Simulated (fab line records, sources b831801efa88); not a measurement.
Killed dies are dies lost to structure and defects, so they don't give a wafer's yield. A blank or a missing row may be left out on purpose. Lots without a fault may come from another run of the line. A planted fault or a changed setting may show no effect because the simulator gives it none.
Which tool did it? | flow sky130 | 24 lots, 72 wafers sampled, at 5 steps of a route of 708

WHAT THE GAUGES READ, wafer by wafer
SKY_FIELD_ISO_THK_MEAS_04.
lot  | measured    | on            | FIELD_ISO_CVD_03_THK (nm)
L074 | day 1 14:35 | film_metro-02 | 166.9 166.7 166.7
L075 | day 1 20:28 | film_metro-04 | 163.2 164.1 163.3
L076 | day 2 00:50 | film_metro-02 | 165.9 167.2 168.2
L077 | day 2 06:24 | film_metro-01 | 161.3 162.9 162.1
L078 | day 2 11:58 | film_metro-04 | 164.6 164.2 166.2
L079 | day 2 14:57 | film_metro-04 | 164.5 163.8 163.9
L080 | day 2 19:48 | film_metro-01 | 163.8 162.8 163.3
L081 | day 3 02:33 | film_metro-04 | 165.7 163.6 164.3
L082 | day 3 07:16 | film_metro-01 | 164.3 162.6 163.9
L083 | day 3 10:42 | film_metro-02 | 163.7 163.7 164.3
L084 | day 3 16:25 | film_metro-01 | 165.2 164.5 165.2
L085 | day 3 21:05 | film_metro-02 | 164.2 165.0 166.7
L086 | day 4 03:28 | film_metro-02 | 164.7 164.4 165.0
L087 | day 4 08:57 | film_metro-02 | 164.2 163.2 163.5
L088 | day 4 14:14 | film_metro-04 | 165.9 166.1 165.8
L089 | day 4 16:29 | film_metro-01 | 163.3 162.9 163.6
L090 | day 4 22:31 | film_metro-04 | 164.2 165.1 165.0
L091 | day 5 03:52 | film_metro-01 | 164.5 163.5 163.4
L092 | day 5 11:58 | film_metro-02 | 163.2 163.3 163.1
L093 | day 5 16:10 | film_metro-01 | 163.9 164.3 163.1
L094 | day 5 18:49 | film_metro-01 | 165.3 164.2 166.1
L095 | day 5 22:49 | film_metro-04 | 165.7 164.4 163.7
L096 | day 6 04:41 | film_metro-04 | 164.1 164.3 166.0
L097 | day 6 08:54 | film_metro-01 | 163.9 164.9 165.1

SKY_SD_N_OVL_MEAS_08.
lot  | measured     | on         | SD_N_OVL (nm)
L074 | day 27 17:41 | overlay-02 | -0.7 -1.2 -1.0
L075 | day 28 02:02 | overlay-01 | 2.1 0.8 2.1
L076 | day 28 11:23 | overlay-02 | 0.8 0.9 0.8
L077 | day 29 02:55 | overlay-02 | -1.1 0.6 -1.4
L078 | day 29 16:10 | overlay-02 | -0.7 -2.4 -1.6
L079 | day 29 19:00 | overlay-01 | -0.5 -2.3 -1.1
L080 | day 30 04:26 | overlay-02 | -2.3 -1.4 -1.4
L081 | day 30 12:58 | overlay-01 | -1.5 0.3 -0.5
L082 | day 30 20:38 | overlay-01 | -1.4 -3.6 -3.1
L083 | day 31 09:56 | overlay-01 | 0.4 -0.4 1.1
L084 | day 31 10:14 | overlay-02 | -1.8 -0.1 -1.7
L085 | day 31 18:25 | overlay-01 | -0.2 -0.2 0.2
L086 | day 32 14:27 | overlay-01 | -1.7 -0.6 1.5
L087 | day 32 18:22 | overlay-02 | 0.0 -0.2 -0.6
L088 | day 33 05:47 | overlay-01 | 0.3 0.7 1.0
L089 | day 33 03:08 | overlay-01 | 0.0 -0.9 -0.8
L090 | day 33 08:19 | overlay-01 | -1.3 -1.7 -1.0
L091 | day 33 12:26 | overlay-01 | 0.6 1.0 -0.2
L092 | day 34 04:32 | overlay-02 | -0.7 -2.4 -2.0
L093 | day 34 05:50 | overlay-01 | -1.3 -0.1 -1.5
L094 | day 34 19:30 | overlay-01 | -0.7 -1.5 -0.7
L095 | day 34 21:41 | overlay-01 | -1.2 -0.6 -1.2
L096 | day 35 04:59 | overlay-01 | -1.7 0.0 -1.8
L097 | day 35 07:40 | overlay-02 | 2.4 2.7 1.5

SKY_VIA2_THK_MEAS_01.
lot  | measured     | on            | VIA2_HDPCVD_THK (nm)
L074 | day 35 03:08 | film_metro-01 | 1194 1198 1178
L075 | day 35 10:51 | film_metro-01 | 1176 1183 1174
L076 | day 35 19:29 | film_metro-01 | 1203 1204 1195
L077 | day 36 08:41 | film_metro-01 | 1170 1178 1190
L078 | day 36 22:33 | film_metro-02 | 1186 1188 1177
L079 | day 37 00:02 | film_metro-04 | 1178 1174 1180
L080 | day 37 07:31 | film_metro-02 | 1190 1168 1181
L081 | day 37 14:27 | film_metro-02 | 1192 1193 1174
L082 | day 37 23:06 | film_metro-01 | 1186 1160 1186
L083 | day 38 11:58 | film_metro-02 | 1179 1171 1176
L084 | day 38 12:38 | film_metro-04 | 1185 1201 1174
L085 | day 38 20:41 | film_metro-01 | 1178 1176 1187
L086 | day 39 11:46 | film_metro-04 | 1175 1193 1160
L087 | day 39 17:21 | film_metro-04 | 1194 1184 1191
L088 | day 40 05:07 | film_metro-02 | 1195 1180 1191
L089 | day 40 00:38 | film_metro-04 | 1182 1179 1162
L090 | day 40 05:35 | film_metro-02 | 1184 1179 1183
L091 | day 40 10:24 | film_metro-04 | 1208 1189 1200
L092 | day 41 00:26 | film_metro-02 | 1196 1192 1168
L093 | day 41 04:17 | film_metro-04 | 1179 1170 1166
L094 | day 41 15:01 | film_metro-01 | 1175 1183 1156
L095 | day 41 19:56 | film_metro-02 | 1178 1186 1179
L096 | day 42 00:41 | film_metro-04 | 1197 1208 1196
L097 | day 42 01:41 | film_metro-04 | 1169 1166 1184

SKY_VIA2_RS_MEAS_22: measures by four-point-probe.
lot  | measured     | on            | VIA2_W_RS (ohm/sq)
L074 | day 36 07:28 | film_metro-01 | 0.2778 0.2750 0.2740
L075 | day 36 14:05 | film_metro-02 | 0.2756 0.2738 0.2726
L076 | day 36 23:40 | film_metro-01 | 0.2757 0.2796 0.2782
L077 | day 37 12:14 | film_metro-02 | 0.2751 0.2764 0.2729
L078 | day 38 01:30 | film_metro-01 | 0.2730 0.2760 0.2766
L079 | day 38 03:14 | film_metro-02 | 0.2742 0.2761 0.2729
L080 | day 38 10:56 | film_metro-02 | 0.2761 0.2787 0.2779
L081 | day 38 17:58 | film_metro-04 | 0.2760 0.2727 0.2727
L082 | day 39 02:13 | film_metro-04 | 0.2728 0.2742 0.2701
L083 | day 39 15:10 | film_metro-02 | 0.2797 0.2760 0.2709
L084 | day 39 15:30 | film_metro-02 | 0.2786 0.2780 0.2767
L085 | day 39 23:05 | film_metro-04 | 0.2718 0.2717 0.2717
L086 | day 40 14:11 | film_metro-02 | 0.2785 0.2739 0.2782
L087 | day 40 19:14 | film_metro-02 | 0.2756 0.2783 0.2796
L088 | day 41 06:59 | film_metro-04 | 0.2723 0.2740 0.2758
L089 | day 41 02:31 | film_metro-02 | 0.2777 0.2773 0.2752
L090 | day 41 07:52 | film_metro-02 | 0.2758 0.2735 0.2724
L091 | day 41 13:11 | film_metro-02 | 0.2740 0.2717 0.2730
L092 | day 42 01:26 | film_metro-01 | 0.2744 0.2755 0.2732
L093 | day 42 05:38 | film_metro-02 | 0.2742 0.2735 0.2779
L094 | day 42 16:23 | film_metro-01 | 0.2767 0.2741 0.2727
L095 | day 42 21:16 | film_metro-01 | 0.2752 0.2786 0.2782
L096 | day 43 02:01 | film_metro-04 | 0.2776 0.2770 0.2752
L097 | day 43 02:36 | film_metro-01 | 0.2780 0.2746 0.2758

WHICH TOOL RAN EACH LOT (tool, then ch and the chambers of the sampled wafers, then the start)
lot  | SKY_CONTACT_ETCH_16
L074 | rie_diel-04 ch 0,1,3, day 31 12:10
L075 | rie_diel-01 ch 0,1,3, day 31 19:41
L076 | rie_diel-03 ch 2,3, day 32 04:07
L077 | rie_diel-03 ch 0,1,2, day 32 19:20
L078 | rie_diel-01 ch 0,1, day 33 10:08
L079 | rie_diel-01 ch 0,2,3, day 33 11:16
L080 | rie_diel-01 ch 0,3, day 33 18:05
L081 | rie_diel-01 ch 0,2, day 34 01:40
L082 | rie_diel-04 ch 1,2,3, day 34 09:35
L083 | rie_diel-04 ch 1,2,3, day 34 23:55
L084 | rie_diel-01 ch 1,3, day 35 00:20
L085 | rie_diel-03 ch 0,1,2, day 35 09:20
L086 | rie_diel-04 ch 0,1,2, day 36 01:16
L087 | rie_diel-03 ch 0,1, day 36 07:08
L088 | rie_diel-04 ch 0,2, day 36 19:02
L089 | rie_diel-04 ch 0,2, day 36 15:13
L090 | rie_diel-03 ch 0,1,3, day 36 20:17
L091 | rie_diel-04 ch 2,3, day 37 00:19
L092 | rie_diel-01 ch 0,2,3, day 37 15:50
L093 | rie_diel-01 ch 0,1,2, day 37 18:05
L094 | rie_diel-01 ch 0,1,3, day 38 07:32
L095 | rie_diel-04 ch 0,2, day 38 10:32
L096 | rie_diel-03 ch 0,2,3, day 38 15:52
L097 | rie_diel-01 ch 0,1,2, day 38 18:46
- SKY_CONTACT_ETCH_16: etches BARC in N2/H2, stops on SiO2, time 45.9 s, target depth 60 nm.

WHAT THE TOOLS THEMSELVES READ (means of the sampled wafers that have a number; where no wafer has one, the mark that the record gives instead)
SKY_CONTACT_ETCH_16.
lot  | tool        | drypump_motor_current_A (A) | oes_product_au (a.u.) | throttle_valve_pct (%)
L074 | rie_diel-04 | 5.0                         | 0.855                 | 13.228
L075 | rie_diel-01 | 5.5                         | 0.854                 | 13.225
L076 | rie_diel-03 | 5.1                         | 0.856                 | 13.227
L077 | rie_diel-03 | 5.8                         | 0.855                 | 13.232
L078 | rie_diel-01 | 5.2                         | 0.856                 | 13.229
L079 | rie_diel-01 | 5.8                         | 0.857                 | 13.222
L080 | rie_diel-01 | 5.8                         | 0.855                 | 13.222
L081 | rie_diel-01 | 5.9                         | 0.853                 | 13.226
L082 | rie_diel-04 | 5.2                         | 0.857                 | 13.218
L083 | rie_diel-04 | 5.1                         | 0.853                 | 13.230
L084 | rie_diel-01 | 5.2                         | 0.859                 | 13.218
L085 | rie_diel-03 | 5.8                         | 0.860                 | 13.225
L086 | rie_diel-04 | 5.4                         | 0.853                 | 13.221
L087 | rie_diel-03 | 6.4                         | 0.858                 | 13.220
L088 | rie_diel-04 | 5.5                         | 0.857                 | 13.224
L089 | rie_diel-04 | 5.6                         | 0.857                 | 13.236
L090 | rie_diel-03 | 5.7                         | 0.852                 | 13.224
L091 | rie_diel-04 | 5.4                         | 0.856                 | 13.225
L092 | rie_diel-01 | 5.8                         | 0.857                 | 13.228
L093 | rie_diel-01 | 5.5                         | 0.861                 | 13.219
L094 | rie_diel-01 | 5.5                         | 0.856                 | 13.228
L095 | rie_diel-04 | 5.5                         | 0.851                 | 13.221
L096 | rie_diel-03 | 5.2                         | 0.853                 | 13.229
L097 | rie_diel-01 | 5.5                         | 0.860                 | 13.227

THE ANSWER, worked out from the rows above alone
Rule: what is usual is taken from the lots themselves. Put in order of their means at a reading, lots are off if they are a third of the lots or fewer, leave a main group of 4 or more, and stand apart from it by a gap of 3 or more times the standard deviation of the main group's means; of several such gaps the widest counts. A main group whose means are all the same, to the digits that the tables above print for the reading, isn't used. A lot without any number at a reading at which 4 lots or more have one is off too. The other lots that the step has rows for count as sound. The gauges are gone through in route order, then the tools' own readings, and for those a lot's mean is taken as printed above. The first step at which some lot is off is used, and at that step the reading that is off furthest; a lot without a number counts as furthest.
No lot is off at any reading shown: from this, nothing can be told.

WHAT THE SIMULATOR HAD PUT IN
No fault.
